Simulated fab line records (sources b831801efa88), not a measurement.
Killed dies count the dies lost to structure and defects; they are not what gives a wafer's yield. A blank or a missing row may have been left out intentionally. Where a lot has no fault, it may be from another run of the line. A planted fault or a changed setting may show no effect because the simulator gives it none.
fab line records	flow sky130
record: lots: 6	wafers: 17	last-day: 49
route steps=708 shown FIELD_ISO@30 NWELL@32 DNWELL@35 PWDE@45 PAD_OPEN@708
lots untouched by any fault: they come from a run of this same line in which no faults occurred
start-h: hours from the record's first day to the start of the lot's first wafer shown	wait-h: hours elapsed since this lot's preceding step	" same as the row above	L1.1+2: a single row standing in for several wafers	- either no value or no given start	* or withheld: withheld	< > ~ a bound
route shown NAME@n: names a module that has steps shown in the file, with the first one's number in the route	usual: mean and standard deviation over wafers with no fault	same: alike in all rows	chamber/n: place in a boat	sites: each site's reading	_std_site: standard deviation of those values	_edge_site: outer sites' mean less inner sites'	radius-mm: for every site, how far away it sits from the centre of the wafer	mask NAME#n: copy n	behind: the tool/chamber that last shaped the wafer	hold: why the lot went on hold/how many hours it stayed there/how the hold came to an end	device: the n, p or np transistor that did not switch	end of line: tests of these same wafers at the route's end	step lacking rows: just its recipe	killed: count of dies lost to structure and defects at first sort (not the wafer's yield)	map: a wafer's dies, x killed, . not, _ none there
set.NAME: the setting as run; set.NAME@STEP: as run at that earlier step	model.NAME: the simulator's own value behind a step, which no gauge read
lots at some steps of the route; a table a step, a row a wafer
services: a tool's chamber out of use, with start hour (start-h, from the record's first day; less than 0 if before it), hours out, and reason
== steps ==
step: SKY_FIELD_ISO_WET_ETCH_29
recipe: chemistry: H3PO4	target-depth-nm: 160	target: Si3N4	temp-c: 160	time-s: 1825
step: SKY_FIELD_ISO_WET_ETCH_30
recipe: chemistry: dHF	target-depth-nm: 25	target: SiO2	dilution: 10:1	temp-c: 25	time-s: 50
step: SKY_NWELL_CLEAN_00
recipe: chemistry: SC1/SC2	mix: 1:4:20	temp-c: 70	time-s: 150	dry: n2-spin
step: SKY_NWELL_OXIDATION_01
recipe: temp-c: 900	ambient: O2	stabilise-s: 600	purge-s: 300	target-thk-a: 100	ox-time-s: 1418
step: SKY_NWELL_THK_MEAS_02
recipe: reads: SiO2_of_NWELL_OXIDATION_01
usual: NWELL_OXIDATION_THK: 10.02/0.18
lot.wafer	tool	chamber	start-h	wait-h	NWELL_OXIDATION_THK[nm]
L998.1	film-metro-01	-	48.84	0.0	9.91
L998.4	"	-	"	"	9.96
L998.5	"	-	"	"	9.98
L999.2	film-metro-01	-	63.04	0.0	9.93
L999.3	"	-	"	"	9.76
L999.4	"	-	"	"	9.97
L100.2	film-metro-01	-	69.75	0.0	9.97
L100.5	"	-	"	"	9.79
L100.6	"	-	"	"	9.94
L103.2	film-metro-01	-	85.74	0.0	9.87
L103.3	"	-	"	"	9.96
L103.4	"	-	"	"	9.92
L112.1	film-metro-01	-	135.30	0.0	10.22
L112.4	"	-	"	"	10.23
L112.6	"	-	"	"	10.23
L113.2	film-metro-02	-	139.78	0.0	9.88
L113.4	"	-	"	"	9.95
step: SKY_DNWELL_DEHYDRATE_00
recipe: temp-c: 200	time-s: 60
step: SKY_DNWELL_HMDS_01
recipe: prime-time-s: 60	prime-temp-c: 120
step: SKY_DNWELL_COAT_02
recipe: spin-rpm: 2000	resist-thk-nm: 3000
step: SKY_DNWELL_SOFTBAKE_03
recipe: temp-c: 110	time-s: withheld
step: SKY_DNWELL_EXPOSE_04
recipe: mask-id: DNM	na: 0.57	target-cd-nm: 3000	dose-mj: 222
step: SKY_DNWELL_PEB_05
recipe: temp-c: 115	time-s: withheld
step: SKY_DNWELL_DEVELOP_06
recipe: wall-angle-deg: 90	developer: TMAH	develop-time-s: 60	dev-temp-c: 23
step: SKY_DNWELL_IMPLANT_07
recipe: species: P	energy-kev: withheld	dose-cm2: withheld	tilt-deg: withheld
usual: end-station-pressure-torr: 5.01e-06/2.6e-07
lot.wafer	tool	chamber	start-h	wait-h	end-station-pressure-torr
L998.1	implanter-02	0	64.52	-	5.34e-06
L998.4	"	0	"	"	5.2e-06
L998.5	"	0	"	"	5.31e-06
L999.2	implanter-01	0	79.65	-	4.85e-06
L999.3	"	0	"	"	4.6e-06
L999.4	"	0	"	"	4.72e-06
L100.2	implanter-02	0	86.33	-	4.79e-06
L100.5	"	0	"	"	4.99e-06
L100.6	"	0	"	"	4.5e-06
L103.2	implanter-01	0	104.35	-	4.97e-06
L103.3	"	0	"	"	5.16e-06
L103.4	"	0	"	"	4.55e-06
L112.1	implanter-01	0	155.10	-	4.69e-06
L112.4	"	0	"	"	4.91e-06
L112.6	"	0	"	"	4.87e-06
L113.2	implanter-01	0	159.20	-	5.3e-06
L113.4	"	0	"	"	4.81e-06
step: SKY_DNWELL_STRIP_08
recipe: chemistry: O2/N2	power-w: 1400	pressure-mtorr: 1500	platen-temp-c: withheld	o2-flow-sccm: 3000	n2-flow-sccm: 300	overash-fraction: 0.5
usual: drypump-motor-current-A: 5.9/0.52	oes-product-au: 0.722/0.0044	strip-time-to-endpoint-s: 36.95/0.081
lot.wafer	tool	chamber	start-h	wait-h	drypump-motor-current-A	oes-product-au	rf-hours-counter-h	strip-time-to-endpoint-s
L998.1	plasma-asher-02	1	64.67	0.1	6.3	0.720	25	37.02
L998.4	"	0	"	"	6.4	0.719	-	36.96
L998.5	"	1	"	"	6.3	0.721	-	36.97
L999.2	plasma-asher-03	0	79.77	0.1	5.7	0.714	38	37.03
L999.3	"	0	"	"	5.7	0.717	-	37.10
L999.4	"	1	"	"	5.3	0.727	-	36.93
L100.2	plasma-asher-04	1	86.45	0.1	5.1	0.719	41	36.96
L100.5	"	1	"	"	5.1	0.719	-	36.91
L100.6	"	0	"	"	6.3	0.725	-	37.04
L103.2	plasma-asher-04	1	104.47	0.1	5.1	0.713	42	37.01
L103.3	"	0	"	"	6.3	0.716	-	36.97
L103.4	"	1	"	"	5.1	0.724	-	36.98
L112.1	plasma-asher-02	0	155.25	0.1	6.4	0.722	34	37.00
L112.4	"	1	"	"	6.3	0.719	-	37.01
L112.6	"	0	"	"	6.4	0.725	-	36.96
L113.2	plasma-asher-03	0	159.33	0.1	5.8	0.719	4	36.92
L113.4	"	0	"	"	5.8	0.722	-	37.00
step: SKY_DNWELL_TW_MEAS_09
usual: DNWELL_TW: 1116/9.9
lot.wafer	tool	chamber	start-h	wait-h	DNWELL_TW
L998.1	film-metro-03	-	64.77	0.1	1110
L998.4	"	-	"	"	1106
L998.5	"	-	"	"	1105
L999.2	film-metro-02	-	79.88	0.1	1140
L999.3	"	-	"	"	1135
L999.4	"	-	"	"	1132
L100.2	film-metro-01	-	86.56	0.1	1120
L100.5	"	-	"	"	1121
L100.6	"	-	"	"	1122
L103.2	film-metro-02	-	104.58	0.1	1122
L103.3	"	-	"	"	1123
L103.4	"	-	"	"	1129
L112.1	film-metro-01	-	155.35	0.1	1121
L112.4	"	-	"	"	1106
L112.6	"	-	"	"	1113
L113.2	film-metro-02	-	159.44	0.1	1131
L113.4	"	-	"	"	1124
step: SKY_PWDE_DEHYDRATE_00
recipe: temp-c: 200	time-s: 60
step: SKY_PWDE_HMDS_01
recipe: prime-time-s: 60	prime-temp-c: 120
step: SKY_PWDE_COAT_02
recipe: spin-rpm: 2000	resist-thk-nm: 3000
step: SKY_PWDE_SOFTBAKE_03
recipe: temp-c: 110	time-s: withheld
step: SKY_PWDE_EXPOSE_04
recipe: mask-id: PWDEM	na: 0.6	source-shape: conventional	sigma-outer: 0.6	polarization: unpolarized	target-cd-nm: 840	dose-mj: 214
step: SKY_PWDE_PEB_05
recipe: temp-c: 115	time-s: withheld
step: SKY_PWDE_DEVELOP_06
recipe: wall-angle-deg: 90	developer: TMAH	develop-time-s: 60	dev-temp-c: 23
step: SKY_PWDE_OVL_MEAS_07
usual: PWDE_OVL: -1.0/1.4
lot.wafer	tool	chamber	start-h	wait-h	PWDE_OVL[nm]
L998.1	overlay-01	-	80.97	-	-2.0
L998.4	"	-	"	"	-2.1
L998.5	"	-	"	"	-1.5
L999.2	overlay-01	-	96.92	-	-1.6
L999.3	"	-	"	"	-1.3
L999.4	"	-	"	"	-3.0
L100.2	overlay-02	-	103.97	-	-0.3
L100.5	"	-	"	"	0.5
L100.6	"	-	"	"	0.6
L103.2	overlay-01	-	123.06	-	0.1
L103.3	"	-	"	"	1.7
L103.4	"	-	"	"	-0.7
L112.1	overlay-01	-	174.37	-	0.2
L112.4	"	-	"	"	0.6
L112.6	"	-	"	"	1.1
L113.2	overlay-01	-	178.72	-	-0.1
L113.4	"	-	"	"	-0.9
step: SKY_PWDE_IMPLANT_08
recipe: species: B	energy-kev: 150	dose-cm2: 3.6e+12	tilt-deg: withheld
step: SKY_PWDE_STRIP_09
recipe: chemistry: O2/N2	power-w: 1400	pressure-mtorr: 1500	platen-temp-c: withheld	o2-flow-sccm: 3000	n2-flow-sccm: 300	overash-fraction: 0.5
usual: drypump-motor-current-A: 5.9/0.41	oes-product-au: 0.723/0.0046	strip-time-to-endpoint-s: 36.89/0.1
lot.wafer	tool	chamber	start-h	wait-h	drypump-motor-current-A	oes-product-au	rf-hours-counter-h	strip-time-to-endpoint-s
L998.1	plasma-asher-01	1	81.16	0.1	5.9	0.722	36	36.90
L998.4	"	1	"	"	5.9	0.724	-	36.94
L998.5	"	0	"	"	5.4	0.719	-	36.94
L999.2	plasma-asher-03	1	97.10	0.1	5.3	0.722	40	37.13
L999.3	"	0	"	"	5.7	0.725	-	37.08
L999.4	"	1	"	"	5.3	0.716	-	37.12
L100.2	plasma-asher-02	1	104.15	0.1	6.3	0.725	29	36.80
L100.5	"	0	"	"	6.4	0.717	-	36.91
L100.6	"	1	"	"	6.3	0.733	-	36.95
L103.2	plasma-asher-03	1	123.24	0.1	5.3	0.718	0	36.88
L103.3	"	1	"	"	5.3	0.724	-	36.93
L103.4	"	0	"	"	5.7	0.716	-	37.03
L112.1	plasma-asher-01	0	174.56	0.1	5.4	0.717	46	36.78
L112.4	"	0	"	"	5.4	0.728	-	36.82
L112.6	"	1	"	"	5.9	0.725	-	36.71
L113.2	plasma-asher-01	0	178.90	0.1	5.4	0.721	47	36.92
L113.4	"	0	"	"	5.4	0.729	-	36.95
step: SKY_PWDE_TW_MEAS_10
usual: PWDE_TW: 375/3.2
lot.wafer	tool	chamber	start-h	wait-h	PWDE_TW
L998.1	film-metro-02	-	81.26	0.1	380
L998.4	"	-	"	"	380
L998.5	"	-	"	"	381
L999.2	film-metro-01	-	97.21	0.1	374
L999.3	"	-	"	"	372
L999.4	"	-	"	"	371
L100.2	film-metro-01	-	104.26	0.1	373
L100.5	"	-	"	"	374
L100.6	"	-	"	"	373
L103.2	film-metro-01	-	123.35	0.1	374
L103.3	"	-	"	"	374
L103.4	"	-	"	"	375
L112.1	film-metro-01	-	174.66	0.1	375
L112.4	"	-	"	"	373
L112.6	"	-	"	"	373
L113.2	film-metro-02	-	179.01	0.1	381
L113.4	"	-	"	"	381
step: SKY_NWELL_DEHYDRATE_03
recipe: temp-c: 200	time-s: 60
step: SKY_NWELL_HMDS_04
recipe: prime-time-s: 60	prime-temp-c: 120
step: SKY_NWELL_COAT_05
recipe: spin-rpm: 2000	resist-thk-nm: 3000
step: SKY_NWELL_SOFTBAKE_06
recipe: temp-c: 110	time-s: withheld
step: SKY_NWELL_EXPOSE_07
recipe: mask-id: NWM	na: 0.6	source-shape: conventional	sigma-outer: 0.6	polarization: unpolarized	target-cd-nm: 840	dose-mj: 255
step: SKY_NWELL_PEB_08
recipe: temp-c: 115	time-s: withheld
step: SKY_NWELL_DEVELOP_09
recipe: wall-angle-deg: 90	developer: TMAH	develop-time-s: 60	dev-temp-c: 23
step: SKY_NWELL_OVL_MEAS_10
usual: NWELL_00_OVL: 0.4/1.4
lot.wafer	tool	chamber	start-h	wait-h	NWELL_00_OVL[nm]
L998.1	overlay-02	-	98.85	-	-1.2
L998.4	"	-	"	"	-0.5
L998.5	"	-	"	"	-2.1
L999.2	overlay-02	-	115.72	-	0.3
L999.3	"	-	"	"	0.2
L999.4	"	-	"	"	0.8
L100.2	overlay-02	-	122.71	-	1.5
L100.5	"	-	"	"	1.6
L100.6	"	-	"	"	1.0
L103.2	overlay-01	-	142.52	-	2.6
L103.3	"	-	"	"	1.4
L103.4	"	-	"	"	1.9
L112.1	overlay-02	-	197.26	-	0.8
L112.4	"	-	"	"	-1.2
L112.6	"	-	"	"	-1.0
L113.2	overlay-02	-	202.01	-	0.3
L113.4	"	-	"	"	-1.3
step: SKY_NWELL_IMPLANT_11
recipe: species: P	energy-kev: 400	dose-cm2: 1.9e+13	tilt-deg: withheld
step: SKY_NWELL_IMPLANT_12
recipe: species: P	energy-kev: 120	dose-cm2: 1.3e+12	tilt-deg: withheld
step: SKY_NWELL_IMPLANT_13
recipe: species: P	energy-kev: 50	dose-cm2: 7e+11	tilt-deg: withheld
step: SKY_NWELL_STRIP_14
recipe: chemistry: O2/N2	power-w: 1400	pressure-mtorr: 1500	platen-temp-c: withheld	o2-flow-sccm: 3000	n2-flow-sccm: 300	overash-fraction: 0.5
usual: drypump-motor-current-A: 5.9/0.46	oes-product-au: 0.722/0.0049	strip-time-to-endpoint-s: 36.92/0.09
lot.wafer	tool	chamber	start-h	wait-h	drypump-motor-current-A	oes-product-au	rf-hours-counter-h	strip-time-to-endpoint-s
L998.1	plasma-asher-02	0	99.34	0.1	6.4	0.721	28	36.94
L998.4	"	1	"	"	6.3	0.722	-	36.93
L998.5	"	1	"	"	6.3	0.730	-	37.04
L999.2	plasma-asher-02	0	116.20	0.1	6.4	0.721	30	36.94
L999.3	"	1	"	"	6.3	0.731	-	37.01
L999.4	"	0	"	"	6.4	0.720	-	36.88
L100.2	plasma-asher-01	0	123.19	0.1	5.4	0.723	41	36.88
L100.5	"	1	"	"	5.9	0.722	-	36.88
L100.6	"	0	"	"	5.4	0.727	-	36.90
L103.2	plasma-asher-02	0	143.00	0.1	6.4	0.722	33	36.79
L103.3	"	1	"	"	6.3	0.725	-	36.80
L103.4	"	0	"	"	6.4	0.726	-	36.84
L112.1	plasma-asher-01	0	197.74	0.1	5.4	0.712	48	36.96
L112.4	"	1	"	"	5.9	0.718	-	36.95
L112.6	"	1	"	"	5.9	0.716	-	36.92
L113.2	plasma-asher-02	1	202.49	0.1	6.3	0.720	40	36.96
L113.4	"	1	"	"	6.3	0.717	-	36.90
step: SKY_NWELL_TW_MEAS_15
usual: NWELL_TW: 1824/16
lot.wafer	tool	chamber	start-h	wait-h	NWELL_TW
L998.1	film-metro-01	-	99.44	0.1	1830
L998.4	"	-	"	"	1818
L998.5	"	-	"	"	1822
L999.2	film-metro-02	-	116.31	0.1	1833
L999.3	"	-	"	"	1840
L999.4	"	-	"	"	1830
L100.2	film-metro-02	-	123.30	0.1	1846
L100.5	"	-	"	"	1848
L100.6	"	-	"	"	1838
L103.2	film-metro-01	-	143.11	0.1	1815
L103.3	"	-	"	"	1824
L103.4	"	-	"	"	1825
L112.1	film-metro-01	-	197.84	0.1	1818
L112.4	"	-	"	"	1818
L112.6	"	-	"	"	1815
L113.2	film-metro-03	-	202.60	0.1	1798
L113.4	"	-	"	"	1807
step: SKY_NWELL_DEHYDRATE_16
recipe: temp-c: 200	time-s: 60
step: SKY_NWELL_HMDS_17
recipe: prime-time-s: 60	prime-temp-c: 120
step: SKY_NWELL_COAT_18
recipe: spin-rpm: 2000	resist-thk-nm: 3000
step: SKY_PAD_OPEN_PROBE_99
usual: killed_at_M0_to_M3: 43/6.6	killed_at_M4_up: 3.2/1.8	killed-at-contacts: 24/5	killed-at-front-end: 15/4.5	killed-at-other: 0.2/0.46	killed-dies: 86/8.8	killed-open: 48/6.6	killed-short: 38/6.1
same: gross-dies: 492	killed-at-back-side: 0
lot.wafer	tool	chamber	start-h	wait-h	killed_at_M0_to_M3	killed_at_M4_up	killed-at-contacts	killed-at-front-end	killed-at-other	killed-dies	killed-open	killed-short	model.etest.res-deep-nwell.rs-ohm-sq	model.etest.res-deep-nwell.rs-ohm-sq-range	model.etest.res-deep-nwell.rs-ohm-sq-rim-less-centre	model.etest.res-deep-nwell.line-ohm-um
L998.1	prober-02	-	1107.70	0.1	56	2	21	9	0	88	49	39	2170	38.7	-14.2	720.1
L998.4	prober-02	-	1107.85	0.2	38	2	22	16	0	78	49	29	2190	50.72	-31.15	728.4
L998.5	prober-02	-	1107.90	0.2	42	6	13	22	0	83	44	39	2172	69.28	-44.91	736.2
L999.2	prober-01	-	1110.94	0.1	51	6	29	17	0	103	55	48	2248	53.22	-31.95	741.1
L999.3	prober-01	-	1110.99	0.2	41	1	21	18	1	82	47	35	2216	43.79	-5.696	738.9
L999.4	prober-01	-	1111.04	0.2	44	1	33	16	0	94	48	46	2218	64.38	5.622	741.9
L100.2	prober-02	-	1113.98	0.1	39	4	19	15	1	78	44	34	2250	64.24	-3.162	752.6
L100.5	prober-02	-	1114.13	0.2	37	5	28	21	0	91	48	43	2268	75.29	-21.02	768.4
L100.6	prober-02	-	1114.18	0.2	43	2	24	16	1	86	50	36	2258	41.91	7.825	754
L103.2	prober-02	-	1139.84	0.1	37	3	27	17	1	85	48	37	2174	44.57	11.78	728.6
L103.3	prober-02	-	1139.89	0.2	43	7	33	15	0	98	61	37	2176	56.56	16.59	737
L103.4	prober-02	-	1139.94	0.2	50	6	27	11	0	94	51	43	2157	49.92	1.942	728.7
L112.1	prober-01	-	1185.81	0.1	53	3	22	11	1	90	55	35	2275	45.03	0.8225	766.7
L112.4	prober-01	-	1185.96	0.2	38	2	23	16	0	79	44	35	2404	235.9	-83.57	823.1
L112.6	prober-01	-	1186.06	0.2	55	0	26	15	0	96	60	36	2260	61.46	-1.013	751.3
L113.2	prober-02	-	1186.73	0.1	44	6	22	15	0	87	47	40	2208	38.04	-16.86	729
L113.4	prober-02	-	1186.83	0.2	25	6	23	13	0	67	38	29	2376	222.3	-128.2	779.2
killed by level:class
L998.1 VIA1:geometric-particle:open=18 VIA3:geometric-particle:open=8 VIA1:geometric-particle:short=8 CONTACT:geometric-particle:open=7 POLY_GATE:geometric-particle:short=5 CONTACT:geometric-particle:short=5 LI_CONTACT:geometric-particle:open=4 METAL2:geometric-particle:short=4
L998.4 VIA1:geometric-particle:open=11 CONTACT:geometric-particle:open=9 FIELD_ISO:geometric-particle:open=5 POLY_GATE:geometric-particle:open=5 METAL1:geometric-particle:short=5 VIA2:geometric-particle:open=5 LI_CONTACT:geometric-particle:short=4 VIA3:geometric-particle:open=4
L998.5 VIA1:geometric-particle:open=7 FIELD_ISO:geometric-particle:open=6 CONTACT:geometric-particle:open=6 METAL1:geometric-particle:short=6 VIA1:geometric-particle:short=6 FIELD_ISO:geometric-particle:short=5 VIA2:geometric-particle:short=5 VIA2:geometric-particle:open=5
L999.2 CONTACT:geometric-particle:open=13 VIA2:geometric-particle:open=11 VIA1:geometric-particle:open=10 FIELD_ISO:geometric-particle:short=9 METAL1:geometric-particle:short=7 LI_CONTACT:geometric-particle:open=6 CONTACT:geometric-particle:short=6 VIA3:geometric-particle:open=6
L999.3 VIA1:geometric-particle:open=13 CONTACT:geometric-particle:open=8 FIELD_ISO:geometric-particle:short=7 VIA1:geometric-particle:short=7 LI_CONTACT:geometric-particle:open=5 VIA2:geometric-particle:open=5 METAL1:geometric-particle:short=5 SPACER:geometric-particle:open=4
L999.4 CONTACT:geometric-particle:open=11 VIA2:geometric-particle:open=10 CONTACT:geometric-particle:short=9 FIELD_ISO:geometric-particle:open=7 LI_CONTACT:geometric-particle:open=7 METAL2:geometric-particle:short=6 VIA2:geometric-particle:short=5 LOCAL_INTERCONNECT:geometric-particle:short=5
L100.2 VIA1:geometric-particle:open=12 CONTACT:geometric-particle:open=7 VIA3:geometric-particle:open=6 METAL1:geometric-particle:short=5 VIA1:geometric-particle:short=5 FIELD_ISO:geometric-particle:open=4 FIELD_ISO:geometric-particle:short=4 LI_CONTACT:geometric-particle:open=4
L100.5 VIA1:geometric-particle:open=10 LI_CONTACT:geometric-particle:open=9 VIA2:geometric-particle:open=8 METAL2:geometric-particle:short=7 LOCAL_INTERCONNECT:geometric-particle:short=6 CONTACT:geometric-particle:open=6 POLY_GATE:geometric-particle:short=5 FIELD_ISO:geometric-particle:open=4
L100.6 FIELD_ISO:geometric-particle:open=8 VIA1:geometric-particle:open=8 VIA2:geometric-particle:open=8 LI_CONTACT:geometric-particle:open=7 CONTACT:geometric-particle:open=7 VIA3:geometric-particle:open=6 VIA1:geometric-particle:short=6 CONTACT:geometric-particle:short=5
L103.2 CONTACT:geometric-particle:open=11 VIA1:geometric-particle:open=11 LI_CONTACT:geometric-particle:open=7 FIELD_ISO:geometric-particle:open=6 VIA1:geometric-particle:short=6 FIELD_ISO:geometric-particle:short=5 VIA3:geometric-particle:open=4 LOCAL_INTERCONNECT:geometric-particle:short=3
L103.3 LI_CONTACT:geometric-particle:open=15 VIA1:geometric-particle:open=10 POLY_GATE:geometric-particle:open=8 CONTACT:geometric-particle:open=7 VIA1:geometric-particle:short=6 VIA2:geometric-particle:open=6 VIA3:geometric-particle:open=5 METAL4:geometric-particle:short=5
L103.4 CONTACT:geometric-particle:open=11 VIA2:geometric-particle:open=10 VIA1:geometric-particle:open=9 VIA3:geometric-particle:open=8 LI_CONTACT:geometric-particle:open=7 METAL1:geometric-particle:short=6 CONTACT:geometric-particle:short=5 METAL2:geometric-particle:short=5
L112.1 VIA1:geometric-particle:open=14 CONTACT:geometric-particle:open=11 VIA2:geometric-particle:open=7 VIA3:geometric-particle:open=5 METAL1:geometric-particle:short=4 VIA3:geometric-particle:short=4 VIA1:geometric-particle:short=4 METAL2:geometric-particle:short=4
L112.4 VIA1:geometric-particle:open=12 CONTACT:geometric-particle:open=7 FIELD_ISO:geometric-particle:short=6 VIA2:geometric-particle:open=6 VIA3:geometric-particle:open=6 LOCAL_INTERCONNECT:geometric-particle:short=5 POLY_GATE:geometric-particle:short=4 LI_CONTACT:geometric-particle:open=4
L112.6 VIA1:geometric-particle:open=13 CONTACT:geometric-particle:open=12 VIA3:geometric-particle:open=12 VIA2:geometric-particle:open=11 CONTACT:geometric-particle:short=7 METAL1:geometric-particle:short=6 FIELD_ISO:geometric-particle:open=5 FIELD_ISO:geometric-particle:short=4
L113.2 FIELD_ISO:geometric-particle:open=9 VIA2:geometric-particle:open=9 CONTACT:geometric-particle:open=8 VIA1:geometric-particle:open=8 LI_CONTACT:geometric-particle:open=6 METAL2:geometric-particle:short=6 METAL4:geometric-particle:short=6 CONTACT:geometric-particle:short=5
L113.4 CONTACT:geometric-particle:open=8 LI_CONTACT:geometric-particle:open=6 VIA2:geometric-particle:open=5 FIELD_ISO:geometric-particle:open=4 POLY_GATE:geometric-particle:short=4 METAL4:geometric-particle:short=4 CONTACT:geometric-particle:short=4 METAL1:geometric-particle:open=4
== services ==
tool	chamber	start-h	hours	kind
implanter-02	-	45.17	3.8	pm
plasma-asher-03	-	108.75	9.0	pm
plasma-asher-03	0	108.75	9.0	vent-cycle
plasma-asher-03	1	108.75	9.0	vent-cycle
plasma-asher-03	0	117.75	-	clean
plasma-asher-03	1	117.75	-	clean
implanter-01	-	149.30	3.6	pm
implanter-02	-	153.53	9.4	repair
implanter-02	-	153.93	1.7	repair
plasma-asher-04	-	155.72	13.8	repair
implanter-02	-	162.88	9.9	pm
implanter-01	-	168.70	4.5	repair
plasma-asher-03	-	190.67	2.8	pm
== key ==
first-sign none at tools or gauges
model-effect: step: SKY_PAD_OPEN_PROBE_99	value: etest.res-deep-nwell.rs-ohm-sq	without: 2211	struck: 2390
met-at SKY_DNWELL_IMPLANT_07
struck-wafers L112.4,L113.4
tester-left-out L112,L113
onset-between 104.35 155.10
fault: kind: process-parameter-drift	tool: implanter-01	chamber: -	onset-h: 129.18	steps: SKY_DNWELL_IMPLANT_07	channel: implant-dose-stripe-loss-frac	offset: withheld	shape: step	end-h: 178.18	scope: struck-wafers-only
tester-left-out: of these lots the tester's yield and bins aren't shown, on N5 and GAA mostly nor the transistor test; their killed dies are dies lost to structure and defects alone, not to doping, threshold or leakage, so they don't give the yield
